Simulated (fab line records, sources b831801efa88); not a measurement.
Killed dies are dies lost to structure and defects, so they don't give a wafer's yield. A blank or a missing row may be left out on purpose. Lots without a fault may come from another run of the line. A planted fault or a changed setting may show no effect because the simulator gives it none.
One fault seen from 2 desks | flow gf180mcu | each desk has only its own numbers; what lay behind them comes last

THE METROLOGY DESK
What the gauges read, lot by lot, whatever tool the lot ran on: means of the sampled wafers that have a number. A lot is out of limits, marked OUT, if its mean lies more than 4 standard deviations from the usual mean; the brackets give that distance.
Columns: A = INCOMING_BOW at GF_STI_BOW_MEAS_00, usual 0 um; B = STI_OXIDATION_THK at GF_STI_THK_MEAS_02, usual 10.04 nm; C = STI_CVD_03_THK at GF_STI_THK_MEAS_04, usual 207.2 nm; D = DNWELL_TW at GF_DNWELL_TW_MEAS_09, usual 1360
lot  | first seen here | A  | B                | C     | D
L370 | day 1 10:01     | -3 | 9.90             | 205.4 | 1395
L371 | day 1 15:00     | -3 | 10.19            | 207.0 | 1342
L372 | day 1 20:01     | -1 | 11.21 (+7.8) OUT | 207.2 | 1332
L373 | day 2 01:01     | 2  | 11.52 (+9.8) OUT | 209.5 | 1352
L375 | day 2 11:00     | -5 | 10.01            | 205.6 | 1395
L383 | day 4 03:00     | -3 | 10.09            | 204.2 | 1329
L386 | day 4 18:01     | -2 | 10.13            | 206.2 | 1355
L387 | day 4 23:02     | 2  | 10.10            | 207.8 | 1387
L388 | day 5 04:00     | 2  | 10.04            | 206.3 | 1387
L389 | day 5 09:00     | 5  | 10.08            | 209.6 | 1382
L390 | day 5 14:00     | 2  | 10.10            | 206.8 | 1337
L391 | day 5 19:02     | 8  | 9.78             | 206.9 | 1361
L392 | day 6 00:01     | 4  | 9.68             | 207.6 | 1385
L393 | day 6 05:01     | -1 | 9.99             | 207.0 | 1350
This desk's finding: out of limits on L372, L373; first on L372, day 1 22:10 (STI_OXIDATION_THK at GF_STI_THK_MEAS_02). In limits: L370, L371, L375, L383, L386, L387, L388, L389, L390, L391, L392, L393.

THE TOOL OWNER'S DESK: furnace-01
The tool's own readings at GF_STI_OXIDATION_01 (stabilise 600 s, purge 300 s, target thk 10 nm): means of the sampled wafers that have a number, for each lot that ran on this tool. A lot is out of limits, marked OUT, if its mean lies more than 4 standard deviations from the usual mean; the brackets give that distance.
Columns: A = spike_tc_bottom_C at GF_STI_OXIDATION_01, usual 913.4 C
lot  | first seen here | A
L370 | day 1 10:07     | 912.2
L371 | day 1 15:10     | 911.7
L372 | day 1 20:46     | 913.7
L373 | day 2 01:07     | 912.6
L386 | day 4 18:07     | 914.5
This desk's finding: nothing out of limits on any of the 5 lots.

PUT TOGETHER
The metrology desk could have raised an alarm at day 1 22:10, on L372, L373.
The tool owner's desk saw nothing out of limits.
The tool owner's desk has L372, L373 on record, within its limits.
Of the lots named, all ran GF_STI_OXIDATION_01 on furnace-01.

WHAT THE SIMULATOR HAD PUT IN
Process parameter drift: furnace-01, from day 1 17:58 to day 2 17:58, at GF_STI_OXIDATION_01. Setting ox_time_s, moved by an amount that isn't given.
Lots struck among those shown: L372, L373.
Hours from the fault's start to each desk's first reading out of limits: the metrology desk, 4.
